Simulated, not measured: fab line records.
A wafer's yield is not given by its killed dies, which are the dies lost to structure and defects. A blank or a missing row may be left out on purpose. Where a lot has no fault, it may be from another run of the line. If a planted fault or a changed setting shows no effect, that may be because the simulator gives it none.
A single fault, viewed from 2 desks ; flow gf180mcu ; each desk holds nothing but its own numbers, with what lay behind them at the end

## TOOL OWNER'S DESK, rie si-02
The tool's own readings at GF_POLY_GATE_ETCH_13 (etches poly-Si in HBr/Cl2, stops on SiO2, target depth 198.5 nm, time 69.6 s): means of the sampled wafers that have a number, for each lot that ran on this tool. If a lot's mean is further than 4 standard deviations from the usual mean, the lot is out of limits and carries the mark OUT (the distance appears in the brackets).
Columns: A = drypump motor current A at GF_POLY_GATE_ETCH_13, usual 5.5 A; B = mfc cl2 sccm at GF_POLY_GATE_ETCH_13, usual 49.97 sccm; C = oes product au at GF_POLY_GATE_ETCH_13, usual 0.987 a.u.; D = throttle valve pct at GF_POLY_GATE_ETCH_13, usual 33.684 %
lot;first seen here;A;B;C;D
L976;day 9 04:46;5.7;50.03;0.984;33.680
L977;day 9 10:43;5.0;49.83;0.986;33.688
L979;day 10 05:34;5.3;50.08;0.987;33.692
L982;day 11 00:10;5.7;50.04;0.978;33.682
L983;day 11 06:43;5.5;49.91;0.983;33.684
L985;day 12 00:22;5.3;49.93;0.941 (-6.3) OUT;33.693
L986;day 12 06:31;5.5;49.83;0.931 (-7.6) OUT;33.683
L988;day 13 01:26;5.2;49.91;0.907 (-11) OUT;33.694
L996;day 15 07:38;5.7;49.96;0.993;33.687
This desk's verdict: out of limits on L985, L986, L988, starting with L985 at day 12 00:22 (oes product au at GF_POLY_GATE_ETCH_13). L976, L977, L979, L982, L983, L996 stayed within limits.

## FROM THE METROLOGY DESK
What the gauges read for every lot (on any tool): the sampled wafers with a number, averaged. If a lot's mean is further than 4 standard deviations from the usual mean, the lot is out of limits and carries the mark OUT (the distance appears in the brackets).
Columns: A = VT_IMPLANT_3_TW at GF_VT_IMPLANT_TW_MEAS_32, usual 268.5; B = POLY_GATE_OVL at GF_POLY_GATE_OVL_MEAS_11, usual -3 nm
lot;first seen here;A;B
L976;day 6 21:14;271.3;2
L977;day 7 03:28;266.6;-9
L979;day 7 20:56;267.6;-6
L982;day 8 14:48;271.2;-1
L983;day 8 19:01;267.0;-6
L984;day 9 01:52;268.6;5
L985;day 9 09:06;271.5;-7
L986;day 9 16:16;266.4;-8
L988;day 10 11:48;271.1;-1
L994;day 11 18:25;266.2;2
L995;day 12 01:34;267.1;1
L996;day 12 10:24;268.2;0
L997;day 12 19:48;268.5;-1
L998;day 12 21:38;267.6;-4
This desk found nothing out of limits on any of the 14 lots.

## TAKEN TOGETHER
The tool owner's desk could have raised an alarm at day 12 00:22, on L985, L986, L988.
The metrology desk saw nothing out of limits.
The metrology desk has L985, L986, L988 on record, within its limits.
Of the lots named, all ran GF_POLY_GATE_ETCH_13 on rie si-02.

## WHAT THE SIMULATOR HAD INSERTED
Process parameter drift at GF_POLY_GATE_ETCH_13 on rie si-02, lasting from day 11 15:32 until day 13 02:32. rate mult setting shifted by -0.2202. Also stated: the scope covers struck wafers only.
Shown lots that were struck: L985, L986, L988.
Each desk's first reading out of limits, in hours after the fault started: the tool owner's desk, 9.
